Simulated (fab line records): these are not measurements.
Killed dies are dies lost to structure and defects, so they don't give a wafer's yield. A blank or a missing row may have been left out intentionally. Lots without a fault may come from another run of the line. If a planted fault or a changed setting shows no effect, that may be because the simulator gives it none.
Which tool did it? ; flow sky130 ; 45 wafers from 15 lots sampled at 4 of the route's 708 steps

## WHAT EACH GAUGE READ, for each wafer
SKY_RES_XHIGH_TW_MEAS_09.
lot;measured;on;RES_XHIGH_TW
L766;day 27 18:41;film metro-04;1645 1632 1641
L767;day 28 13:30;film metro-04;1629 1642 1631
L769;day 29 06:21;film metro-02;1650 1650 1655
L770;day 29 05:07;film metro-04;1651 1646 1643
L771;day 29 09:13;film metro-04;1653 1650 1647
L780;day 32 03:10;film metro-01;1649 1651 1649
L781;day 32 11:32;film metro-04;1629 1627 1630
L782;day 32 19:08;film metro-01;1670 1662 1656
L783;day 33 00:43;film metro-04;1629 1631 1636
L784;day 33 04:01;film metro-04;1636 1627 1640
L785;day 33 12:55;film metro-02;1655 1651 1650
L786;day 34 12:24;film metro-04;1633 1640 1639

## TOOL THAT RAN EACH LOT (tool first, then ch and the chambers of the sampled wafers, then the start)
lot;SKY_FIELD_ISO_ETCH_17;SKY_FIELD_ISO_WET_ETCH_30;SKY_SONOS_ONO_ETCH_15
L766;rie si-02 ch 0,1,3, day 2 15:46;wet bench-02 ch 1, day 3 00:05;rie diel-02 ch 1,2, day 13 14:06
L767;rie si-01 ch 0,1,2, day 2 20:50;wet bench-01 ch 1, day 3 12:34;rie diel-02 ch 0,2,3, day 14 11:19
L769;rie si-01 ch 0,2,3, day 3 08:44;wet bench-02 ch 3, day 3 22:58;rie diel-03 ch 0,2,3, day 15 04:01
L770;rie si-02 ch 0,2, day 3 14:53;wet bench-01 ch 3, day 4 00:26;rie diel-02 ch 0,1, day 15 01:43
L771;rie si-02 ch 1,2,3, day 3 18:02;wet bench-01 ch 3, day 4 00:26;rie diel-01 ch 0,1,3, day 15 05:22
L772;rie si-02 ch 1,3, day 4 03:35;wet bench-01 ch 1, day 4 07:40;-
L773;rie si-01 ch 0,1,2, day 4 05:08;wet bench-01 ch 0, day 4 09:11;-
L774;rie si-02 ch 1,3, day 4 13:41;wet bench-03 ch 3, day 4 18:10;-
L780;rie si-01 ch 1,2,3, day 5 17:44;wet bench-02 ch 3, day 5 22:29;rie diel-01 ch 1,2,3, day 18 04:31
L781;rie si-02 ch 1,3, day 5 20:19;wet bench-01 ch 3, day 6 02:32;rie diel-01 ch 1,2,3, day 18 10:43
L782;rie si-02 ch 1,3, day 6 03:14;wet bench-03 ch 3, day 6 07:17;rie diel-02 ch 0,1, day 18 19:25
L783;rie si-01 ch 2,3, day 6 08:13;wet bench-02 ch 0, day 6 13:58;rie diel-01 ch 0,1,3, day 19 00:45
L784;rie si-02 ch 0,3, day 6 13:35;wet bench-02 ch 1, day 6 19:14;rie diel-01 ch 0,2, day 19 11:10
L785;rie si-01 ch 0,2,3, day 6 17:59;wet bench-03 ch 0, day 6 23:58;rie diel-01 ch 0,1,2, day 19 17:03
L786;rie si-01 ch 0,2,3, day 7 00:56;wet bench-01 ch 0, day 7 08:55;rie diel-02 ch 1,2, day 20 19:39
- SKY_FIELD_ISO_ETCH_17: etches Si in HBr/Cl2/O2, target depth 342 nm, time 97.7 s.
- SKY_FIELD_ISO_WET_ETCH_30: etches SiO2 in dHF, target depth 25 nm, time 50 s.
- SKY_SONOS_ONO_ETCH_15: etches the open film in CHF3/O2, target depth 19.52 nm, time 7.8 s.

## AS READ BY THE TOOLS THEMSELVES (means over the sampled wafers that have a number; for cases with no such wafer, the mark the record gives instead)
SKY_FIELD_ISO_ETCH_17.
lot;tool;HBr_flow_sccm (sccm);O2_flow_sccm (sccm);drypump motor current A (A);oes product au (a.u.);throttle valve pct (%)
L766;rie si-02;149.6;5.987;5.6;0.987;25.662
L767;rie si-01;150.1;5.991;5.6;1.002;25.652
L769;rie si-01;149.6;5.991;5.9;1.008;25.649
L770;rie si-02;150.1;6.006;5.8;0.989;25.662
L771;rie si-02;149.6;6.003;5.3;1.006;25.648
L772;rie si-02;149.8;6.014;5.3;0.990;25.655
L773;rie si-01;149.6;5.998;5.6;1.004;25.658
L774;rie si-02;150.0;5.991;5.3;0.998;25.672
L780;rie si-01;150.2;5.987;5.5;1.005;25.644
L781;rie si-02;150.3;6.002;5.3;0.999;25.673
L782;rie si-02;149.7;5.985;5.2;1.005;25.646
L783;rie si-01;150.2;5.997;5.8;0.994;25.657
L784;rie si-02;150.1;5.993;5.8;0.994;25.666
L785;rie si-01;150.2;5.994;5.9;1.012;25.652
L786;rie si-01;150.0;5.998;6.0;1.012;25.642

SKY_FIELD_ISO_WET_ETCH_30.
lot;tool;bath heat duty pct (%);run length s (s)
L766;wet bench-02;4.9;83
L767;wet bench-01;5.9;75
L769;wet bench-02;6.4;82
L770;wet bench-01;6.4;81
L771;wet bench-01;6.3;82
L772;wet bench-01;-;-
L773;wet bench-01;-;-
L774;wet bench-03;-;-
L780;wet bench-02;5.7;82
L781;wet bench-01;6.7;75
L782;wet bench-03;5.5;82
L783;wet bench-02;6.3;76
L784;wet bench-02;4.8;77
L785;wet bench-03;6.6;77
L786;wet bench-01;6.7;76

SKY_SONOS_ONO_ETCH_15.
lot;tool;O2_flow_sccm (sccm);bias w (W);drypump motor current A (A);oes product au (a.u.);throttle valve pct (%)
L766;rie diel-02;4.985;199.8;5.4;1.006;8.823
L767;rie diel-02;5.013;200.2;5.7;1.003;8.831
L769;rie diel-03;5.008;199.8;6.1;0.999;8.829
L770;rie diel-02;4.997;200.0;5.7;0.999;8.820
L771;rie diel-01;4.996;199.1;5.6;1.016;8.825
L780;rie diel-01;4.988;200.0;5.7;1.008;8.821
L781;rie diel-01;5.005;200.1;5.7;1.009;8.832
L782;rie diel-02;5.004;199.9;5.8;1.003;8.822
L783;rie diel-01;5.007;199.4;5.6;1.021;8.829
L784;rie diel-01;5.008;200.1;5.8;1.014;8.827
L785;rie diel-01;4.988;200.0;5.8;1.008;8.827
L786;rie diel-02;5.007;200.7;5.6;1.006;8.825

## THE ANSWER, worked out from the rows above alone
Rule: the lots themselves supply what counts as usual. Put in order of their means at a reading, lots are off if they are a third of the lots or fewer, leave a main group of 4 or more, and stand apart from it by a gap of 3 or more times the standard deviation of the main group's means; of several such gaps the widest counts. A main group whose means are all the same, to the digits that the tables above print for the reading, isn't used. Also off: a lot with no number at a reading for which 4 or more lots have one. All remaining lots with rows at the step are treated as sound. First the gauges in route order, then the tools' own readings, where a lot's mean is used as printed above. The first step at which some lot is off is used, and at that step the reading that is off furthest; a lot without a number counts as furthest.
Off: L772, L773, L774 (SKY_FIELD_ISO_WET_ETCH_30, bath heat duty pct). Without a number there: L772, L773, L774. Mean 6.0 % and standard deviation 0.63 in the main group.
A tool fits if, at that step or a process step before it, it ran every lot that is off, and no sound lot after the first of them. Not one of the candidates tried fits.

## WHAT HAD BEEN PUT IN BY THE SIMULATOR
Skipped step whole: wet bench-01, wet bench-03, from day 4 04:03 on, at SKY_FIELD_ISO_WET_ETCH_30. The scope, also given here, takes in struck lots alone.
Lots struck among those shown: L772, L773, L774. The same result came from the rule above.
